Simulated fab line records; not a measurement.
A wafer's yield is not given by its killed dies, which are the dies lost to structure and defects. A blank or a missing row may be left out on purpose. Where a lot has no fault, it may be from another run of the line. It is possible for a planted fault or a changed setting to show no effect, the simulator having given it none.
fab line records + flow sfqLine + part 2 of 2: steps 30 to 39 of 39
[record]
- lots = 5
- wafers = 15
- lastDay = 80
route steps=325 shown M1@66 I1@73 M2@88 I2@103
lots with no fault: from the same line, run without faults
startH: hours from the record's opening day to when the first of the lot's shown wafers began + waitH: hours from the lot's prior step to this one + " unchanged from the row above + L1.1+2: a single row standing in for several wafers + - no value present, or no start provided + * or withheld: withheld + < > ~ a bound
route shown NAME@n: names a module that has steps shown in the file, with the first one's number in the route + usual: mean/standard deviation taken from wafers without a fault + same: alike in all rows + chamber/n: place in a boat + sites: per-site readings + _std_site: standard deviation of those values + _edge_site: the outer-site mean with the inner-site mean subtracted + radiusMm: for every site, how far away it sits from the centre of the wafer + mask NAME#n: copy n + behind: tool/chamber where the wafer was last shaped + hold: why the lot went on hold/how many hours it stayed there/how the hold came to an end + device: the n, p or np transistor that did not switch + end of line: at the end of the route, the tests of the same wafers + a step without rows: its recipe alone + killed: dies lost to structure and defects at the first sort, not the wafer's yield + map: the dies of a wafer, with x for killed, . for not killed, _ for no die there
set.NAME: the run value of the setting; set.NAME@STEP: its run value at that earlier step + model.NAME: the simulator's own value behind a step, which no gauge read
lots at selected steps of the route; one table per step, one row per wafer
services: a tool's chamber out of use, with start hour (startH, from the record's first day; less than 0 if before it), hours out, and reason
[[steps]]
[step SFQ_TRILAYER_M2_LITHO_PEB_060]
[recipe]
- pebTempC = 115
- pebTimeS = 60
- resist = KrF
| lot.wafer  | tool          | chamber | startH | waitH |
|------------|---------------|---------|--------|-------|
| L076.1+2+6 | lithoTrack-03 | 0       | 544.82 | 1.0   |
| L078.1+4+6 | lithoTrack-03 | 0       | 703.12 | 1.0   |
| L081.2+4+5 | lithoTrack-01 | 0       | 717.54 | 0.8   |
| L088.3+4+5 | lithoTrack-01 | 0       | 739.01 | 0.7   |
| L094.1+3+6 | lithoTrack-01 | 0       | 750.04 | 1.0   |
[step SFQ_TRILAYER_M2_LITHO_DEVELOP_059]
[recipe]
- timeS = 60
- resist = KrF
| lot.wafer  | tool          | chamber | startH | waitH |
|------------|---------------|---------|--------|-------|
| L076.1+2+6 | lithoTrack-03 | 0       | 544.97 | 0.1   |
| L078.1+4+6 | lithoTrack-03 | 0       | 703.27 | 0.1   |
| L081.2+4+5 | lithoTrack-01 | 0       | 717.69 | 0.1   |
| L088.3+4+5 | lithoTrack-01 | 0       | 739.16 | 0.1   |
| L094.1+3+6 | lithoTrack-01 | 0       | 750.19 | 0.1   |
[step SFQ_M2_OVL_MEAS_916]
[usual]
- M2_OVL = -1/4.9
| lot.wafer | tool       | chamber | startH | waitH | M2_OVL[nm] |
|-----------|------------|---------|--------|-------|------------|
| L076.1    | overlay-02 | -       | 545.12 | 0.1   | -6         |
| L076.2    | "          | -       | "      | "     | -5         |
| L076.6    | "          | -       | "      | "     | 3          |
| L078.1    | overlay-01 | -       | 703.42 | 0.1   | -2         |
| L078.4    | "          | -       | "      | "     | -1         |
| L078.6    | "          | -       | "      | "     | 0          |
| L081.2    | overlay-01 | -       | 717.83 | 0.1   | 2          |
| L081.4    | "          | -       | "      | "     | -3         |
| L081.5    | "          | -       | "      | "     | 1          |
| L088.3    | overlay-02 | -       | 739.28 | 0.1   | -1         |
| L088.4    | "          | -       | "      | "     | 6          |
| L088.5    | "          | -       | "      | "     | -1         |
| L094.1    | overlay-02 | -       | 750.34 | 0.1   | -1         |
| L094.3    | "          | -       | "      | "     | -3         |
| L094.6    | "          | -       | "      | "     | -5         |
[step SFQ_TRILAYER_M2_BARC_OPEN_METAL_ETCH_077]
[recipe]
- maskMaterial = PR
- chemistry = O2
- targetDepthNm = 125
- target = BARC
- icpW = 600
- biasW = 80
- pressureMtorr = 10
- timeS = 41.7
[usual]
- drypumpMotorCurrentA = 5.92/0.3
- oesProductAu = 0.684/0.0046
| lot.wafer | tool        | chamber | startH | waitH | drypumpMotorCurrentA | oesProductAu | rfHoursCounterH |
|-----------|-------------|---------|--------|-------|----------------------|--------------|-----------------|
| L076.1    | rieMetal-01 | 0       | 545.16 | 0.0   | 5.79                 | 0.684        | 97              |
| L076.2    | "           | 1       | "      | "     | 5.74                 | 0.688        | 132             |
| L076.6    | "           | 1       | "      | "     | 5.71                 | 0.685        | -               |
| L078.1    | rieMetal-03 | 1       | 703.46 | 0.0   | 6.32                 | 0.682        | 90              |
| L078.4    | "           | 1       | "      | "     | 6.28                 | 0.682        | -               |
| L078.6    | "           | 0       | "      | "     | 5.54                 | 0.680        | -               |
| L081.2    | rieMetal-04 | 0       | 717.86 | 0.0   | 6.31                 | 0.679        | 14              |
| L081.4    | "           | 1       | "      | "     | 5.69                 | 0.688        | -               |
| L081.5    | "           | 0       | "      | "     | 6.32                 | 0.685        | -               |
| L088.3    | rieMetal-03 | 1       | 739.32 | 0.0   | 6.32                 | 0.686        | -               |
| L088.4    | "           | 0       | "      | "     | 5.55                 | 0.687        | -               |
| L088.5    | "           | 1       | "      | "     | 6.31                 | 0.692        | -               |
| L094.1    | rieMetal-03 | 0       | 750.38 | 0.0   | 5.55                 | 0.678        | 130             |
| L094.3    | "           | 0       | "      | "     | 5.56                 | 0.679        | -               |
| L094.6    | "           | 0       | "      | "     | 5.55                 | 0.686        | -               |
[step SFQ_TRILAYER_M2_ETCH_METAL_ETCH_060]
[recipe]
- target = Nb
- stopOn = SiO2
- maskMaterial = PR
- chemistry = Cl2/Ar
- targetDepthNm = 240
- icpW = 600
- biasW = 80
- pressureMtorr = 10
- timeS = 120
[usual]
- drypumpMotorCurrentA = 5.92/0.29
- oesProductAu = 0.888/0.0069
| lot.wafer | tool        | chamber | startH | waitH | drypumpMotorCurrentA | oesProductAu | rfHoursCounterH |
|-----------|-------------|---------|--------|-------|----------------------|--------------|-----------------|
| L076.1    | rieMetal-01 | 0       | 545.22 | 0.0   | 5.72                 | 0.897        | 97              |
| L076.2    | "           | 1       | "      | "     | 5.71                 | 0.897        | 132             |
| L076.6    | "           | 1       | "      | "     | 5.71                 | 0.896        | -               |
| L078.1    | rieMetal-03 | 1       | 703.52 | 0.0   | 6.27                 | 0.883        | 90              |
| L078.4    | "           | 1       | "      | "     | 6.28                 | 0.883        | -               |
| L078.6    | "           | 0       | "      | "     | 5.55                 | 0.887        | -               |
| L081.2    | rieMetal-04 | 0       | 717.92 | 0.0   | 6.31                 | 0.889        | 14              |
| L081.4    | "           | 1       | "      | "     | 5.70                 | 0.883        | -               |
| L081.5    | "           | 0       | "      | "     | 6.33                 | 0.885        | -               |
| L088.3    | rieMetal-03 | 1       | 739.40 | 0.1   | 6.30                 | 0.886        | -               |
| L088.4    | "           | 0       | "      | "     | 5.55                 | 0.886        | -               |
| L088.5    | "           | 1       | "      | "     | 6.29                 | 0.890        | -               |
| L094.1    | rieMetal-03 | 0       | 750.44 | 0.0   | 5.55                 | 0.892        | 130             |
| L094.3    | "           | 0       | "      | "     | 5.57                 | 0.889        | -               |
| L094.6    | "           | 0       | "      | "     | 5.55                 | 0.896        | -               |
[step SFQ_TRILAYER_M2_STRIP_STRIP_061]
[recipe]
- gas = O2
- powerW = 200
- platenTempC = 40
- overashFraction = 0.65
- chemistry = O2
- pressureMtorr = 50
[usual]
- drypumpMotorCurrentA = 5.92/0.3
- oesProductAu = 1.004/0.011
| lot.wafer | tool        | chamber | startH | waitH | drypumpMotorCurrentA | oesProductAu | rfHoursCounterH |
|-----------|-------------|---------|--------|-------|----------------------|--------------|-----------------|
| L076.1    | rieMetal-01 | 0       | 545.34 | 0.1   | 5.82                 | 0.985        | 97              |
| L076.2    | "           | 1       | "      | "     | 5.71                 | 0.988        | 132             |
| L076.6    | "           | 1       | "      | "     | 5.73                 | 0.992        | -               |
| L078.1    | rieMetal-03 | 1       | 703.64 | 0.1   | 6.31                 | 1.008        | 90              |
| L078.4    | "           | 1       | "      | "     | 6.30                 | 1.003        | -               |
| L078.6    | "           | 0       | "      | "     | 5.55                 | 1.000        | -               |
| L081.2    | rieMetal-04 | 0       | 718.04 | 0.1   | 6.31                 | 1.008        | 14              |
| L081.4    | "           | 1       | "      | "     | 5.68                 | 1.009        | -               |
| L081.5    | "           | 0       | "      | "     | 6.33                 | 1.012        | -               |
| L088.3    | rieMetal-03 | 1       | 739.68 | 0.2   | 6.28                 | 1.005        | -               |
| L088.4    | "           | 0       | "      | "     | 5.55                 | 1.008        | -               |
| L088.5    | "           | 1       | "      | "     | 6.30                 | 1.003        | -               |
| L094.1    | rieMetal-03 | 0       | 750.57 | 0.1   | 5.56                 | 1.010        | 130             |
| L094.3    | "           | 0       | "      | "     | 5.54                 | 1.005        | -               |
| L094.6    | "           | 0       | "      | "     | 5.55                 | 1.008        | -               |
[step SFQ_TRILAYER_M2_STRIP_SOLV_CLEAN_062]
[recipe]
- chemistry = NMP
- tempC = 70
- timeS = 600
| lot.wafer  | tool        | chamber | startH | waitH |
|------------|-------------|---------|--------|-------|
| L076.1+2+6 | wetBench-04 | 5,0,3   | 545.94 | 0.4   |
| L078.1+4+6 | wetBench-04 | 1,7,5   | 704.24 | 0.4   |
| L081.2+4+5 | wetBench-04 | 1,4,5   | 718.64 | 0.4   |
| L088.3+4+5 | wetBench-02 | 0,1,6   | 740.08 | 0.2   |
| L094.1+3+6 | wetBench-02 | 6,2,1   | 751.17 | 0.4   |
[step SFQ_TRILAYER_I2_DEP_PECVD_063]
[recipe]
- material = SiO2
- tempC = 150
- timeS = 111.11
- pressureTorr = 2.4
- rfW = 183.3
- precursor = SiH4/N2O
- targetThkNm = 500
[usual]
- chamberPressureTorr = 2.401/0.0052
- heaterPowerW = 81/8.8
- throttleValvePct = 24.7/1.9
| lot.wafer | tool     | chamber | startH | waitH | chamberPressureTorr | heaterPowerW | throttleValvePct |
|-----------|----------|---------|--------|-------|---------------------|--------------|------------------|
| L076.1    | pecvd-02 | 1       | 546.13 | 0.0   | 2.404               | 85           | 27.4             |
| L076.2    | "        | 2       | "      | "     | 2.400               | 74           | 25.1             |
| L076.6    | "        | 1       | "      | "     | 2.406               | 85           | 27.1             |
| L078.1    | pecvd-03 | 1       | 704.42 | 0.0   | 2.403               | 77           | 22.4             |
| L078.4    | "        | 0       | "      | "     | 2.398               | 79           | 23.4             |
| L078.6    | "        | 1       | "      | "     | 2.401               | 81           | 22.3             |
| L081.2    | pecvd-03 | 0       | 718.82 | 0.0   | 2.397               | 82           | 23.8             |
| L081.4    | "        | 0       | "      | "     | 2.402               | 84           | 23.6             |
| L081.5    | "        | 1       | "      | "     | 2.408               | 84           | 22.4             |
| L088.3    | pecvd-02 | 1       | 740.26 | 0.0   | 2.398               | 75           | 27.1             |
| L088.4    | "        | 0       | "      | "     | 2.403               | 84           | 26.3             |
| L088.5    | "        | 2       | "      | "     | 2.398               | 59           | 24.9             |
| L094.1    | pecvd-02 | 2       | 751.34 | 0.0   | 2.393               | 72           | 24.9             |
| L094.3    | "        | 0       | "      | "     | 2.399               | 88           | 26.3             |
| L094.6    | "        | 2       | "      | "     | 2.401               | 73           | 25.0             |
[step SFQ_TRILAYER_I2_CMP_CMP_064]
[recipe]
- material = SiO2
- downForcePsi = 3
- platenRpm = 60
- padVelocityMS = 0.94248
[usual]
- motorCurrentA = 10.2/0.85
- timeToEndpointS = 216/7
| lot.wafer | tool   | chamber | startH | waitH | motorCurrentA | timeToEndpointS |
|-----------|--------|---------|--------|-------|---------------|-----------------|
| L076.2    | cmp-02 | 0       | 546.40 | 0.2   | 11.2          | 212             |
| L076.1    | "      | 2       | 547.40 | 1.2   | 9.7           | 209             |
| L076.6    | "      | 0       | 548.40 | 2.2   | 10.5          | 211             |
| L078.4    | cmp-02 | 0       | 705.24 | 0.7   | 10.5          | 224             |
| L078.1    | "      | 1       | "      | "     | 9.1           | 228             |
| L078.6    | "      | 0       | 707.24 | 2.7   | 10.3          | 229             |
| L081.2    | cmp-02 | 2       | 720.09 | 1.2   | 9.6           | 221             |
| L081.4    | "      | 0       | 721.09 | 2.2   | 10.9          | 224             |
| L081.5    | "      | 3       | 722.59 | 3.7   | 10.1          | 219             |
| L088.4    | cmp-01 | 1       | 742.79 | 2.5   | 11.5          | 220             |
| L088.3    | "      | 3       | 743.79 | 3.5   | 11.2          | 218             |
| L088.5    | "      | 0       | "      | "     | 11.4          | 222             |
| L094.3    | cmp-02 | 2       | 756.67 | 5.3   | 9.9           | 218             |
| L094.1    | "      | 0       | 757.67 | 6.3   | 11.1          | 201             |
| L094.6    | "      | 1       | "      | "     | 8.8           | 222             |
[step SFQ_I2_BOW_MEAS_917]
[recipe]
- mode = bow
[usual]
- I2_BOW = 2/9.2
| lot.wafer | tool         | chamber | startH | waitH | I2_BOW[um] |
|-----------|--------------|---------|--------|-------|------------|
| L076.1    | filmMetro-01 | -       | 549.40 | 1.5   | 5          |
| L076.2    | "            | -       | "      | "     | 12         |
| L076.6    | "            | -       | "      | "     | 2          |
| L078.1    | filmMetro-01 | -       | 707.74 | 1.5   | 5          |
| L078.4    | "            | -       | "      | "     | -5         |
| L078.6    | "            | -       | "      | "     | -3         |
| L081.2    | filmMetro-01 | -       | 723.11 | 2.5   | 7          |
| L081.4    | "            | -       | "      | "     | 12         |
| L081.5    | "            | -       | "      | "     | 4          |
| L088.3    | filmMetro-02 | -       | 745.33 | 1.0   | 14         |
| L088.4    | "            | -       | "      | "     | 14         |
| L088.5    | "            | -       | "      | "     | 5          |
| L094.1    | filmMetro-03 | -       | 759.17 | 1.0   | 8          |
| L094.3    | "            | -       | "      | "     | -2         |
| L094.6    | "            | -       | "      | "     | 9          |
[[services]]
| tool        | chamber | startH | hours | kind   |
|-------------|---------|--------|-------|--------|
| rieDiel-03  | 0       | 359.54 | 1.6   | repair |
| rieMetal-03 | -       | 367.14 | 15.6  | pm     |
| rieDiel-03  | 2       | 370.45 | 13.5  | repair |
| rieDiel-03  | 3       | 380.38 | 6.4   | repair |
| rieDiel-03  | 2       | 407.57 | 1.8   | repair |
| rieDiel-03  | 1       | 410.37 | 4.4   | repair |
| rieDiel-03  | 2       | 428.32 | 7.0   | repair |
| rieDiel-03  | 0       | 432.10 | 11.9  | repair |
| cmp-02      | -       | 451.74 | 15.6  | pm     |
| rieDiel-03  | 2       | 459.29 | 12.1  | repair |
| rieDiel-03  | 2       | 471.87 | 13.2  | repair |
| cmp-02      | -       | 488.98 | 0.5   | repair |
| rieMetal-03 | 0       | 511.25 | 41.3  | repair |
| cmp-02      | -       | 516.66 | 6.3   | pm     |
| cmp-02      | -       | 521.74 | 0.6   | repair |
| rieMetal-03 | 1       | 531.38 | 1.5   | repair |
| rieMetal-01 | -       | 533.91 | 2.8   | pm     |
| cmp-02      | -       | 568.76 | 1.3   | repair |
| rieMetal-01 | -       | 572.83 | 2.1   | repair |
| cmp-02      | -       | 573.41 | 4.0   | pm     |
| cmp-02      | -       | 588.11 | 6.7   | pm     |
| rieMetal-01 | -       | 652.68 | 4.0   | pm     |
| rieMetal-01 | 0       | 679.05 | 3.2   | repair |
| rieMetal-03 | 1       | 718.17 | 6.1   | repair |
